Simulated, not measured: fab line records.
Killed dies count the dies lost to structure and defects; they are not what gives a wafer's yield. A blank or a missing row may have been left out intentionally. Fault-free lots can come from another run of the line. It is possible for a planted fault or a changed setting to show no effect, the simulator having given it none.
Shared-tool check / flow sky130 / 36 wafers sampled across 12 lots

THE REASON FOR OPENING IT
SKY_LDD_HVP_TW_MEAS_10, reading LDD_HVP_TW: flagged on 3 of 12 lots. Wafers without a fault read 459, standard deviation 3.5.
Rule: a lot is flagged in two cases, either no wafer of it has a number, or all its wafers with numbers fall more than 4 standard deviations from that mean. As for the other lots, they are considered sound.

lot=L828; measured=day 21 06:23; on=film metro-02; LDD_HVP_TW, wafer by wafer=460 462 461; flag=
lot=L832; measured=day 23 02:03; on=film metro-01; LDD_HVP_TW, wafer by wafer=572 570 574; flag=FLAGGED
lot=L833; measured=day 23 09:38; on=film metro-03; LDD_HVP_TW, wafer by wafer=561 562 563; flag=FLAGGED
lot=L835; measured=day 24 04:09; on=film metro-01; LDD_HVP_TW, wafer by wafer=573 574 576; flag=FLAGGED
lot=L836; measured=day 24 11:04; on=film metro-02; LDD_HVP_TW, wafer by wafer=461 459 462; flag=
lot=L840; measured=day 26 04:32; on=film metro-02; LDD_HVP_TW, wafer by wafer=462 462 458; flag=
lot=L841; measured=day 26 08:02; on=film metro-02; LDD_HVP_TW, wafer by wafer=462 461 462; flag=
lot=L842; measured=day 26 22:56; on=film metro-02; LDD_HVP_TW, wafer by wafer=460 460 460; flag=
lot=L844; measured=day 27 19:13; on=film metro-01; LDD_HVP_TW, wafer by wafer=461 462 460; flag=
lot=L847; measured=day 28 17:02; on=film metro-01; LDD_HVP_TW, wafer by wafer=460 458 458; flag=
lot=L848; measured=day 28 20:29; on=film metro-01; LDD_HVP_TW, wafer by wafer=458 462 459; flag=
lot=L849; measured=day 29 05:53; on=film metro-02; LDD_HVP_TW, wafer by wafer=460 462 461; flag=
The numbers of the flagged lots are 569 on average: +110 against the usual, or +32 standard deviations.

EACH LOT AND THE TOOL IT RAN ON
The record keeps 1 process step preceding the reading, out of 708 steps on the route. Read each cell as the tool, then ch plus the chambers that the sampled wafers visited, then the start.
lot=L828; flag=; SKY_LDD_HVP_IMPLANT_08=implanter-04 ch 0, day 21 06:10
lot=L832; flag=FLAGGED; SKY_LDD_HVP_IMPLANT_08=implanter-03 ch 0, day 23 01:31
lot=L833; flag=FLAGGED; SKY_LDD_HVP_IMPLANT_08=implanter-03 ch 0, day 23 08:58
lot=L835; flag=FLAGGED; SKY_LDD_HVP_IMPLANT_08=implanter-01 ch 0, day 24 03:35
lot=L836; flag=; SKY_LDD_HVP_IMPLANT_08=implanter-01 ch 0, day 24 10:49
lot=L840; flag=; SKY_LDD_HVP_IMPLANT_08=implanter-03 ch 0, day 26 04:17
lot=L841; flag=; SKY_LDD_HVP_IMPLANT_08=implanter-04 ch 0, day 26 07:49
lot=L842; flag=; SKY_LDD_HVP_IMPLANT_08=implanter-03 ch 0, day 26 22:41
lot=L844; flag=; SKY_LDD_HVP_IMPLANT_08=implanter-03 ch 0, day 27 18:58
lot=L847; flag=; SKY_LDD_HVP_IMPLANT_08=implanter-03 ch 0, day 28 16:47
lot=L848; flag=; SKY_LDD_HVP_IMPLANT_08=implanter-01 ch 0, day 28 20:16
lot=L849; flag=; SKY_LDD_HVP_IMPLANT_08=implanter-04 ch 0, day 29 05:39
What these steps do:
- SKY_LDD_HVP_IMPLANT_08
- SKY_LDD_HVP_TW_MEAS_10

FLAGGED OVER TOTAL, TOOL BY TOOL (the gauges that took the reading come last)
step=SKY_LDD_HVP_IMPLANT_08; tool=implanter-01; lots run=3; flagged=1; share of the flagged lots=some; sound lots run after its first flagged lot=2 (L836,L848)
step=SKY_LDD_HVP_IMPLANT_08; tool=implanter-03; lots run=6; flagged=2; share of the flagged lots=some; sound lots run after its first flagged lot=4 (L840,L842,L844,L847)
step=SKY_LDD_HVP_IMPLANT_08; tool=implanter-04; lots run=3; flagged=0; share of the flagged lots=none; sound lots run after its first flagged lot=-
step=SKY_LDD_HVP_TW_MEAS_10; tool=film metro-01; lots run=5; flagged=2; share of the flagged lots=some; sound lots run after its first flagged lot=3 (L844,L847,L848)
step=SKY_LDD_HVP_TW_MEAS_10; tool=film metro-02; lots run=6; flagged=0; share of the flagged lots=none; sound lots run after its first flagged lot=-
step=SKY_LDD_HVP_TW_MEAS_10; tool=film metro-03; lots run=1; flagged=1; share of the flagged lots=some; sound lots run after its first flagged lot=0

WHAT THE TABLE ALLOWS
No row of the table ran every flagged lot.

WHAT THE SIMULATOR HAD PUT IN
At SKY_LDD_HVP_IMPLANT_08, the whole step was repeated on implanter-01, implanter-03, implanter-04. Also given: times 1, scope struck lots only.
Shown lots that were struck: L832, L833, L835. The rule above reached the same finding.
